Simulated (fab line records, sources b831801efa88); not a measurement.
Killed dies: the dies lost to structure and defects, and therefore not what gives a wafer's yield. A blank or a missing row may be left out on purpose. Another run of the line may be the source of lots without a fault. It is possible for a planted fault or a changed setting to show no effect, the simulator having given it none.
Problem report in the 8D (eight disciplines) form, filled by code :: flow gf180mcu :: the parts of the form that need people (team, actions taken, sign-off) are left out

## 1. THE ISSUE
Wafers without a fault read 280.1 nm, standard deviation 1.2; cd-nm at GF_M2_CD_MEAS_14 reads a mean of 367.4 nm on 6 wafers belonging to 2 lots. Measured from the usual mean, that is +73 standard deviations.
The step: target cd 280 nm.
Seen first at day 24 08:37 on cd-sem-02, wafer L887.3. The record has a number at this step for 42 wafers belonging to 14 lots. By rule, "out" or "out of limits" means more than 4 standard deviations away from the usual mean. The rest of the wafers with a number are treated as sound.

## 2. WHAT IT IS, WHAT IT ISN'T
question: which readings at this step
is: cd-nm
is not: -

question: which lots
is: L887, L888
is not: L874, L875, L877, L878, L879, L880, L881, L882, L883, L884, L885, L886

question: which wafers of those lots
is: all that have a number
is not: -

question: read on which gauges
is: cd-sem-01, cd-sem-02
is not: -

question: when
is: from day 24 08:37
is not: up to then (36 sound wafers)

## 3. SUSPECTS, AND WHAT RULES EACH OUT
Counting: a tool at any process step up to the reading remains a suspect when it ran all the lots that are out and ran no sound lot after the first of those.
- the gauge at GF_M2_CD_MEAS_14 is ruled out. The wafers that are out were read on 2 gauges (cd-sem-01, cd-sem-02).
- rie-diel-01 at GF_V1_ETCH_17 (etches SiO2 in C4F8/O2/Ar, stops on TiN, target depth 630 nm): kept. All lots that are out passed through it, beginning with L887 at day 23 09:28, and no sound lot followed; its final sound lot before that point was L883 at day 22 05:31. Because GF_V1_ETCH_17 lacks a start for some lots, the hours and order of its lots are taken from GF_M2_SPUTTER_03.
- pvd-sputter-01 at GF_M2_SPUTTER_03 (material Ti, target thk 10 nm, time 6.7 s): kept. All lots that are out passed through it, beginning with L887 at day 23 09:28, and no sound lot followed; its final sound lot before that point was L884 at day 22 08:46.
- litho-track-01 at GF_M2_PEB_12 (peb time 90 s): kept. All lots that are out passed through it, beginning with L887 at day 24 08:17, and no sound lot followed; its final sound lot before that point was L886 at day 24 01:25. Its own readings are out on those wafers: heater-power-total-W, plate-temp-C.
After the count, these remain: rie-diel-01 at GF_V1_ETCH_17, pvd-sputter-01 at GF_M2_SPUTTER_03 and litho-track-01 at GF_M2_PEB_12.

## 4. THE CAUSE (what the simulator had put in)
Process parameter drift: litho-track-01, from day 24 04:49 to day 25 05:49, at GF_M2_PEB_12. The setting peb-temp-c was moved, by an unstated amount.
Counting left 3 suspects, and this tool is among them.

## 5. THE CHAIN OF EFFECTS, in route order
Each row: a reading whose mean over the struck wafers that have a number lies more than 3 standard deviations from the usual. Only readings for which the record gives a usual standard deviation are gone through. hours: the time from each lot's start at the first step in this table that gives one to its start at this step, as a median over the lots. sigmas: the change in usual standard deviations.
hours: 0
step: GF_M2_PEB_12
reading: heater-power-total-W
usual: 85.70 W
on struck wafers: 72.49
change: -13.21
sigmas: -99 or more

hours: 0
step: GF_M2_PEB_12
reading: plate-temp-C
usual: 135.01 C
on struck wafers: 118.99
change: -16.02
sigmas: -99 or more

hours: 0
step: GF_M2_CD_MEAS_14
reading: cd-nm
usual: 280.1 nm
on struck wafers: 367.4
change: +87.3
sigmas: +73
The process steps in it:
- GF_M2_PEB_12: peb time 90 s.
At these later measuring or inspecting steps, every struck wafer for which the step has a row has a number for every such reading, and none has moved that far: GF_M2_OVL_MEAS_15.

## 6. WHAT WOULD HAVE CAUGHT IT SOONER
Counted from the fault's start at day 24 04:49, it took 4 hours until the first out-of-limits reading at a measuring or inspecting step in this record, taken at day 24 08:37.
Tool's own readings at GF_M2_PEB_12, heater-power-total-W, plate-temp-C: out on all struck wafers the step has rows for; an alarm limit on them would have tripped on the first.
Lots out: 2; of these, L888 started GF_M2_PEB_12 on litho-track-01 after day 24 08:37. A tool hold placed at that time would have kept it from harm.
